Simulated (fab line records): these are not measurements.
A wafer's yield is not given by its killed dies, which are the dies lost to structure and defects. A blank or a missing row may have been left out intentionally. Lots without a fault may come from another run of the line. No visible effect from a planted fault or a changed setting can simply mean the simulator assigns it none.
Which tool is to blame? | flow gf180mcu | 7 lots, 21 wafers sampled, at 1 step of a route of 602

== WHAT THE GAUGES READ, wafer by wafer ==
GF_STI_THK_MEAS_24.
lot  | measured    | on           | STI_CVD_23_THK (nm)
L506 | day 2 14:41 | filmMetro-01 | 668 651 649
L510 | day 3 10:58 | filmMetro-01 | 670 669 650
L516 | day 4 16:50 | filmMetro-01 | 645 634 647
L520 | day 5 13:58 | filmMetro-01 | 654 661 648
L522 | day 5 23:52 | filmMetro-01 | 661 660 654
L524 | day 6 12:17 | filmMetro-03 | 672 658 662
L526 | day 7 02:40 | filmMetro-04 | 665 663 644

== TOOL THAT RAN EACH LOT (tool first, then ch and the chambers of the sampled wafers, then the start) ==
Record: no process step prior to these readings.

== THE ANSWER, worked out from the rows above alone ==
Rule: the usual values come from the lots themselves. Put in order of their means at a reading, lots are off if they are a third of the lots or fewer, leave a main group of 4 or more, and stand apart from it by a gap of 3 or more times the standard deviation of the main group's means; of several such gaps the widest counts. The tables above print the reading to a certain number of digits; a main group whose means all agree to those digits is not used. A lot without any number at a reading at which 4 lots or more have one is off too. All remaining lots with rows at the step are treated as sound.
Off: at GF_STI_THK_MEAS_24 (STI_CVD_23_THK), L516. For the main group the mean is 659 nm and the standard deviation 3.5.
If a tool, at a process step before that reading, ran all the lots that are off and no sound lot after the first of them, it fits. Those tools and the gauges at GF_STI_THK_MEAS_24 are tried in the same way. Not one of the candidates tried fits.

== WHAT HAD BEEN PUT IN BY THE SIMULATOR ==
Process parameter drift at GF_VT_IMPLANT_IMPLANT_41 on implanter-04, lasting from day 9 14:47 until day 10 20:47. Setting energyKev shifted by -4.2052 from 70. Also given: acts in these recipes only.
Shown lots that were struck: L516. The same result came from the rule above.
